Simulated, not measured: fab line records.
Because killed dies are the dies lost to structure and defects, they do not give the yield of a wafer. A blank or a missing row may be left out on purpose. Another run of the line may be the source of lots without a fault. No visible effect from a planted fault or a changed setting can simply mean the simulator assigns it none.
What tool caused it? ; flow gf180mcu ; 10 lots, 30 wafers sampled, at 6 steps of a route of 602

## WHAT EACH GAUGE READ, for each wafer
GF_V4_RS_MEAS_24: a four-point-probe measurement. Usual: for V4_W_RS the level is 0.328 ohm/sq and the standard deviation is 0.0047.
lot;measured;on;V4_W_RS (ohm/sq);flag
L182;day 25 05:00;filmMetro-02;0.329 0.333 0.329;
L188;day 27 07:02;filmMetro-03;0.227 0.227 0.232 0.227 0.227 0.232;OFF
L187;day 27 12:05;filmMetro-03;0.229 0.229 0.234 0.228 0.228 0.234;OFF
L189;day 27 14:58;filmMetro-04;0.232 0.231 0.232 0.233 0.231 0.232;OFF
L190;day 27 22:34;filmMetro-04;0.331 0.324 0.331;
L198;day 30 02:14;filmMetro-02;0.331 0.337 0.334;
L197;day 30 04:19;filmMetro-04;0.325 0.329 0.330;
L199;day 30 11:23;filmMetro-04;0.332 0.323 0.329;
L200;day 30 12:42;filmMetro-02;0.324 0.330 0.325;
L202;day 31 04:46;filmMetro-03;0.328 0.334 0.337;

GF_V4_THK_MEAS_25: measures by xrf. Usual: for V4_W_THK the level is 364 nm and the standard deviation is 6.1.
lot;measured;on;V4_W_THK (nm);flag
L182;day 25 05:07;filmMetro-02;363 360 362;
L188;day 27 09:10;filmMetro-03;538 537 528 535 537 528;OFF
L187;day 27 17:13;filmMetro-03;532 533 520 529 540 522;OFF
L189;day 27 18:56;filmMetro-04;522 529 522 524 523 519;OFF
L190;day 27 22:41;filmMetro-04;361 367 361;
L198;day 30 02:21;filmMetro-02;359 353 358;
L197;day 30 04:25;filmMetro-04;372 364 365;
L199;day 30 11:29;filmMetro-04;361 372 363;
L200;day 30 12:48;filmMetro-02;369 360 366;
L202;day 31 04:53;filmMetro-03;362 357 353;

## EACH LOT AND THE TOOL THAT RAN IT (in order: tool; ch and the chambers of the sampled wafers; start)
lot;GF_V4_CVD_02;GF_V4_STRIP_18;GF_V4_SPUTTER_21;GF_V4_CVD_23
L182;pecvd-03 ch 0,2, day 24 05:02;plasmaAsher-02 ch 1, day 25 04:15;pvdSputter-03, day 25 04:47;cvdW-02 ch 0,1, day 25 04:53
L188;pecvd-02 ch 0,1,2, day 26 08:43;plasmaAsher-01 ch 0,1, day 27 06:13;pvdSputter-04, day 27 06:47;cvdW-01 ch 0,1, day 27 06:55
L187;pecvd-04 ch 0,2, day 26 14:23;plasmaAsher-03 ch 0,1, day 27 11:17;pvdSputter-04, day 27 11:52;cvdW-01 ch 0,1, day 27 11:58
L189;pecvd-04 ch 0,2, day 26 17:28;plasmaAsher-03 ch 0,1, day 27 14:09;pvdSputter-04, day 27 14:44;cvdW-01 ch 1, day 27 14:50
L190;pecvd-03 ch 1,2, day 27 00:56;plasmaAsher-03 ch 0,1, day 27 21:48;pvdSputter-04, day 27 22:20;cvdW-02 ch 0,1, day 27 22:26
L198;pecvd-04 ch 0,1,2, day 29 05:34;plasmaAsher-01 ch 0,1, day 30 01:29;pvdSputter-03, day 30 02:01;cvdW-01 ch 0,1, day 30 02:07
L197;pecvd-02 ch 1,2, day 29 07:44;plasmaAsher-01 ch 0,1, day 30 03:32;pvdSputter-03, day 30 04:05;cvdW-01 ch 0,1, day 30 04:11
L199;pecvd-03 ch 0,2, day 29 13:58;plasmaAsher-03 ch 0,1, day 30 10:35;pvdSputter-02, day 30 11:09;cvdW-01 ch 0,1, day 30 11:15
L200;pecvd-02 ch 1,2, day 29 16:17;plasmaAsher-02 ch 0,1, day 30 11:55;pvdSputter-04, day 30 12:27;cvdW-01 ch 0,1, day 30 12:35
L202;pecvd-03 ch 1,2, day 30 09:40;plasmaAsher-02 ch 0, day 31 04:01;pvdSputter-04, day 31 04:33;cvdW-01 ch 0,1, day 31 04:39
- GF_V4_CVD_02: deposits SiO2 from TEOS, target thk 850 nm, time 94.851 s.
- GF_V4_STRIP_18: strips in O2/N2.
- GF_V4_SPUTTER_21: material Ti, target thk 15 nm, time 80.02 s.
- GF_V4_CVD_23: deposits W, target thk 350 nm, time 104.9 s.

## WHAT THE TOOLS THEMSELVES READ (means of the sampled wafers that have a number; where no wafer has one, the mark that the record gives instead)
GF_V4_CVD_02. Usual: heaterPowerW reads 684 W (standard deviation 81).
lot;tool;heaterPowerW (W);flag
L182;pecvd-03;716;
L188;pecvd-02;716;
L187;pecvd-04;762;
L189;pecvd-04;728;
L190;pecvd-03;712;
L198;pecvd-04;638;
L197;pecvd-02;656;
L199;pecvd-03;700;
L200;pecvd-02;705;
L202;pecvd-03;742;

GF_V4_STRIP_18. Usual: drypumpMotorCurrentA 5.9 A, standard deviation 0.56; heaterPowerW 310 W, standard deviation 22; oesProductAu 0.593 a.u., standard deviation 0.0046.
lot;tool;drypumpMotorCurrentA (A);heaterPowerW (W);oesProductAu (a.u.);flag
L182;plasmaAsher-02;5.9;292;0.595;
L188;plasmaAsher-01;5.8;331;0.593;
L187;plasmaAsher-03;5.4;286;0.592;
L189;plasmaAsher-03;5.9;292;0.592;
L190;plasmaAsher-03;6.0;295;0.594;
L198;plasmaAsher-01;5.6;330;0.592;
L197;plasmaAsher-01;5.8;331;0.595;
L199;plasmaAsher-03;6.0;296;0.591;
L200;plasmaAsher-02;6.3;315;0.594;
L202;plasmaAsher-02;6.4;332;0.588;

GF_V4_SPUTTER_21. Usual: throttleValvePct reads 30.0 % (standard deviation 1.2).
lot;tool;throttleValvePct (%);flag
L182;pvdSputter-03;30.3;
L188;pvdSputter-04;30.3;
L187;pvdSputter-04;29.8;
L189;pvdSputter-04;29.4;
L190;pvdSputter-04;30.2;
L198;pvdSputter-03;31.3;
L197;pvdSputter-03;31.7;
L199;pvdSputter-02;29.6;
L200;pvdSputter-04;29.9;
L202;pvdSputter-04;28.7;

GF_V4_CVD_23. Usual: chamberPressureTorr 40.00 Torr, standard deviation 0.088; heaterPowerW 788 W, standard deviation 64.
lot;tool;chamberPressureTorr (Torr);heaterPowerW (W);flag
L182;cvdW-02;40.00;813;
L188;cvdW-01;39.93;798;
L187;cvdW-01;39.87;801;
L189;cvdW-01;40.08;772;
L190;cvdW-02;40.01;803;
L198;cvdW-01;40.09;789;
L197;cvdW-01;40.08;807;
L199;cvdW-01;40.01;798;
L200;cvdW-01;40.05;797;
L202;cvdW-01;40.01;795;

## THE ANSWER, worked out from the rows above alone
Rule: take the mean of a lot's wafers that have a number; if it is more than 3 standard deviations from the usual mean, the lot is off. Also off: a lot with no number at a reading for which 4 or more lots have one. Any other lot the step has rows for is counted as sound. After the gauges, taken in route order, come the tools' own readings; for these a lot's mean is taken, as printed above. At the first step where some lot is off, the reading lying furthest off is the one used; lots without a number count as furthest.
Off: at GF_V4_RS_MEAS_24 (V4_W_RS), L188, L187, L189.
If a tool, at a process step before that reading, ran all the lots that are off and no sound lot after the first of them, it fits. The gauges at GF_V4_RS_MEAS_24 are tried like those tools. Of those tried, none fits.

## WHAT THE SIMULATOR HAD PUT IN
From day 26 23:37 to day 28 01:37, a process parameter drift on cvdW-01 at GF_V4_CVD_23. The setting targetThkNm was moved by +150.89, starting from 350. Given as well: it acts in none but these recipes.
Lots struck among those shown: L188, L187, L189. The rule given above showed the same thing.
